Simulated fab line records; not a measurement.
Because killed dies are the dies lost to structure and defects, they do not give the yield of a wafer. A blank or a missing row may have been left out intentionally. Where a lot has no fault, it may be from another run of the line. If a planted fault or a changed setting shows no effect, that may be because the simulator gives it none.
What tool caused it? | flow sky130 | 27 wafers from 9 lots sampled at 4 of the route's 708 steps

## WHAT EACH GAUGE READ, for each wafer
SKY_CAPM_RS_MEAS_03: uses a four-point probe to measure.
lot  | measured     | on            | CAPM_TIN_RS (ohm/sq)
L393 | day 36 16:35 | film-metro-02 | 6.94 7.02 6.94
L394 | day 36 21:18 | film-metro-04 | 6.83 6.88 6.92
L398 | day 38 08:52 | film-metro-04 | 6.95 6.95 6.97
L402 | day 40 04:44 | film-metro-01 | 6.99 6.95 6.93
L404 | day 40 07:15 | film-metro-02 | 6.88 6.85 6.82
L410 | day 42 00:56 | film-metro-01 | 7.42 7.42 7.46 7.41 7.44 7.44
L411 | day 42 04:47 | film-metro-02 | 7.36 7.42 7.40 7.36 7.42 7.38
L413 | day 42 12:47 | film-metro-04 | 6.89 6.99 6.93
L412 | day 42 14:43 | film-metro-02 | 6.84 6.82 6.81

## WHICH TOOL RAN EACH LOT (tool, then ch and the chambers of the sampled wafers, then the start)
lot  | SKY_METAL3_SPUTTER_01        | SKY_METAL3_SPUTTER_04        | SKY_CAPM_SPUTTER_02
L393 | pvd-sputter-02, day 36 16:13 | pvd-sputter-02, day 36 16:18 | pvd-sputter-03, day 36 16:26
L394 | pvd-sputter-02, day 36 20:58 | pvd-sputter-02, day 36 21:04 | pvd-sputter-04, day 36 21:11
L398 | pvd-sputter-03, day 38 08:32 | pvd-sputter-03, day 38 08:37 | pvd-sputter-04, day 38 08:45
L402 | pvd-sputter-03, day 40 04:23 | pvd-sputter-03, day 40 04:29 | pvd-sputter-02, day 40 04:37
L404 | pvd-sputter-02, day 40 06:55 | pvd-sputter-02, day 40 07:01 | pvd-sputter-04, day 40 07:08
L410 | pvd-sputter-01, day 42 00:34 | pvd-sputter-01, day 42 00:38 | pvd-sputter-04, day 42 00:46
L411 | pvd-sputter-01, day 42 04:26 | pvd-sputter-01, day 42 04:31 | pvd-sputter-04, day 42 04:40
L413 | pvd-sputter-01, day 42 12:28 | pvd-sputter-01, day 42 12:32 | pvd-sputter-03, day 42 12:40
L412 | pvd-sputter-01, day 42 14:22 | pvd-sputter-01, day 42 14:26 | pvd-sputter-02, day 42 14:34
- SKY_METAL3_SPUTTER_01: material TiN, target thk 20 nm, time 16.7 s.
- SKY_METAL3_SPUTTER_04: material TiN, target thk 70 nm, time 58.3 s.
- SKY_CAPM_SPUTTER_02: material TiN, target thk 200 nm, time 166.7 s.

## THE ANSWER, worked out from the rows above alone
Rule: the usual values come from the lots themselves. The widest of any qualifying gaps counts: lots, ordered by their means at a reading, are off when they make up no more than a third of the lots, leave a main group of 4 or more, and stand apart from it by 3 or more times the standard deviation of that group's means. Not used: any main group whose means are identical at the precision the tables above print for the reading. Also off: a lot with no number at a reading for which 4 or more lots have one. All remaining lots with rows at the step are treated as sound.
Off: L410, L411, at SKY_CAPM_RS_MEAS_03 (CAPM_TIN_RS). The main group has a mean of 6.91 ohm/sq with a standard deviation of 0.054.
If a tool, at a process step before that reading, ran all the lots that are off and no sound lot after the first of them, it fits. Gauges at SKY_CAPM_RS_MEAS_03: tried the same way as those tools. One fits: pvd-sputter-04 at SKY_CAPM_SPUTTER_02. Its last sound lot is L404 (day 40 07:08), its first lot that is off L410 (day 42 00:46): a fault that began between those two fits.

## WHAT THE SIMULATOR HAD PUT IN
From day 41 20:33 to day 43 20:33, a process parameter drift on pvd-sputter-04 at SKY_CAPM_SPUTTER_02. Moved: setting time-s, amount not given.
Struck lots among those shown: L410, L411. Same finding as the rule above.
